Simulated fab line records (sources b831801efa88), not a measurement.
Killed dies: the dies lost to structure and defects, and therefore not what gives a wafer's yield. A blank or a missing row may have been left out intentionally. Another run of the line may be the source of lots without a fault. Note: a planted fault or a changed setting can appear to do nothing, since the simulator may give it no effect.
Which tool is to blame? -- flow sky130 -- 6 lots, 18 wafers sampled, at 2 steps of a route of 708

== WHAT EACH GAUGE READ, for each wafer ==
SKY_VIA1_CD_MEAS_12 targets a cd of 150 nm.
lot,measured,on,cdNm (nm)
L446,day 34 12:02,cdSem-02,149.4 148.8 149.9
L450,day 35 15:11,cdSem-02,149.5 148.3 150.4
L452,day 36 19:35,cdSem-01,147.8 148.0 149.0
L455,day 37 13:02,cdSem-02,149.9 148.0 148.9
L461,day 39 14:33,cdSem-02,169.2 66.0 75.5
L464,day 40 05:34,cdSem-01,148.6 148.6 149.2

== EACH LOT AND THE TOOL THAT RAN IT (in order: tool; ch and the chambers of the sampled wafers; start) ==
lot,SKY_VIA1_EXPOSE_09
L446,"krfScanner-01 ch 0, day 33 22:19"
L450,"krfScanner-02 ch 0, day 35 02:38"
L452,"krfScanner-01 ch 0, day 36 07:02"
L455,"krfScanner-02 ch 0, day 37 00:39"
L461,"krfScanner-02 ch 0, day 39 02:45"
L464,"krfScanner-01 ch 0, day 39 17:33"
- SKY_VIA1_EXPOSE_09: exposes mask VIM, target cd 150 nm.

== THE ANSWER, worked out from the rows above alone ==
Rule: the usual values come from the lots themselves. Put in order of their means at a reading, lots are off if they are a third of the lots or fewer, leave a main group of 4 or more, and stand apart from it by a gap of 3 or more times the standard deviation of the main group's means; of several such gaps the widest counts. A main group whose means are all the same, to the digits that the tables above print for the reading, isn't used. A lot without any number at a reading at which 4 lots or more have one is off too. All remaining lots with rows at the step are treated as sound.
Off: L461 (SKY_VIA1_CD_MEAS_12, cdNm). The main group: mean 149.0 nm, standard deviation 0.42.
A tool fits if, at a process step before that reading, it ran every lot that is off, and no sound lot after the first of them. The gauges at SKY_VIA1_CD_MEAS_12 are tried like those tools. This does not decide it: 2 tools fit, namely krfScanner-02 at SKY_VIA1_EXPOSE_09 and cdSem-02 at SKY_VIA1_CD_MEAS_12.

== WHAT HAD BEEN PUT IN BY THE SIMULATOR ==
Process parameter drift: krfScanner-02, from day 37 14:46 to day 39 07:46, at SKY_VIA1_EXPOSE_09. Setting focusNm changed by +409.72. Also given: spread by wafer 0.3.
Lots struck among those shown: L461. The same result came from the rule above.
